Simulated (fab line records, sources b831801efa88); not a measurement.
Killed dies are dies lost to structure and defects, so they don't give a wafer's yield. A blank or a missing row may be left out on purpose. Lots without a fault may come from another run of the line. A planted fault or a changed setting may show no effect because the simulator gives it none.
Chamber matching | flow gf180mcu | GF_V1_CVD_02 on pecvd-02: 3 sister chambers
The step deposits SiO2 from TEOS, target thk 850 nm, time 94.851 s. 3 wafers are shown with their chamber, then 9 later ones without.

WAFERS WITH THEIR CHAMBER
wafer  | chamber | heater_power_outer_w (W)
L564.4 | 1       | 394
L565.5 | 2       | 399
L565.6 | 0       | 499

WAFERS WITHOUT THEIR CHAMBER
wafer  | heater_power_outer_w (W)
L566.1 | 385
L566.2 | 329
L566.5 | 388
L568.2 | 512
L568.3 | 413
L568.5 | 418
L569.3 | 405
L569.5 | 312
L569.6 | 421

WHICH CHAMBER EACH WENT THROUGH
wafer  | from the rows above          | in truth
L566.1 | can't be placed: 1 or 2      | 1
L566.2 | can't be placed: 1 or 2      | 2
L566.5 | can't be placed: 1 or 2      | 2
L568.2 | 0                            | 0
L568.3 | can't be placed: 2 or 1 or 0 | 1
L568.5 | can't be placed: 2 or 1 or 0 | 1
L569.3 | can't be placed: 2 or 1      | 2
L569.5 | can't be placed: 1 or 2      | 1
L569.6 | can't be placed: 2 or 1 or 0 | 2
Placed correctly: 1 of 9. Can't be placed from these rows: 8 (the true chamber is among the candidates in 8). Placed wrongly: 0.
How it was worked out, from the rows above alone: a wafer's distance from a chamber is the root of the sum, over the readings, of the square of ((its reading less the chamber's mean) divided by the reading's scatter). The wafer belongs to the nearest chamber; if the next one is less than 2 further off, it can't be placed. A chamber's mean is the mean of its shown wafers. The scatter: with one shown wafer a chamber, the root of the mean of the squares of how far each hidden wafer lies from its nearest shown one.
